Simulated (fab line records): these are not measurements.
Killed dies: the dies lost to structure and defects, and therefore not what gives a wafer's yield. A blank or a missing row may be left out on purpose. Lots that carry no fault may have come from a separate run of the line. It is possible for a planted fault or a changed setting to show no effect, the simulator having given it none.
Which tool was responsible? :: flow gf180mcu :: 6 lots, 18 wafers sampled, at 3 steps of a route of 602

WHAT EACH GAUGE READ, for each wafer
GF_M4_OVL_MEAS_15.
lot: L529
measured: day 23 17:02
on: overlay-01
M4_OVL (nm): 4 -2 -1

lot: L532
measured: day 24 19:25
on: overlay-02
M4_OVL (nm): 2 -1 1

lot: L535
measured: day 26 03:17
on: overlay-02
M4_OVL (nm): 2 -6 -4

lot: L537
measured: day 26 16:18
on: overlay-01
M4_OVL (nm): -1 2 -2

lot: L544
measured: day 28 15:41
on: overlay-01
M4_OVL (nm): 3 11 7

lot: L550
measured: day 30 05:05
on: overlay-02
M4_OVL (nm): -7 -4 -4

EACH LOT AND THE TOOL THAT RAN IT (in order: tool; ch and the chambers of the sampled wafers; start)
lot: L529
GF_M2_SPUTTER_03: pvd_sputter-02, day 18 10:32
GF_V2_STRIP_18: plasma_asher-03 ch 0,1, day 20 13:37

lot: L532
GF_M2_SPUTTER_03: pvd_sputter-03, day 19 19:04
GF_V2_STRIP_18: plasma_asher-03 ch 1, day 21 21:04

lot: L535
GF_M2_SPUTTER_03: pvd_sputter-02, day 21 05:47
GF_V2_STRIP_18: plasma_asher-02 ch 0,1, day 23 06:10

lot: L537
GF_M2_SPUTTER_03: pvd_sputter-03, day 21 18:24
GF_V2_STRIP_18: plasma_asher-02 ch 0,1, day 23 18:13

lot: L544
GF_M2_SPUTTER_03: pvd_sputter-01, day 24 02:53
GF_V2_STRIP_18: plasma_asher-01 ch 0,1, day 25 22:04

lot: L550
GF_M2_SPUTTER_03: pvd_sputter-01, day 25 18:52
GF_V2_STRIP_18: plasma_asher-01 ch 0,1, day 27 13:54
- GF_M2_SPUTTER_03: material Ti, target thk 10 nm, time 6.7 s.
- GF_V2_STRIP_18: strips in O2/N2.

THE ANSWER, worked out from the rows above alone
Rule: usual is defined by the lots themselves. The widest of any qualifying gaps counts: lots, ordered by their means at a reading, are off when they make up no more than a third of the lots, leave a main group of 4 or more, and stand apart from it by 3 or more times the standard deviation of that group's means. Not used: any main group whose means are identical at the precision the tables above print for the reading. A lot without any number at a reading at which 4 lots or more have one is off too. All remaining lots with rows at the step are treated as sound.
Nothing can be told from this: no lot is off at any reading shown.

WHAT HAD BEEN PUT IN BY THE SIMULATOR
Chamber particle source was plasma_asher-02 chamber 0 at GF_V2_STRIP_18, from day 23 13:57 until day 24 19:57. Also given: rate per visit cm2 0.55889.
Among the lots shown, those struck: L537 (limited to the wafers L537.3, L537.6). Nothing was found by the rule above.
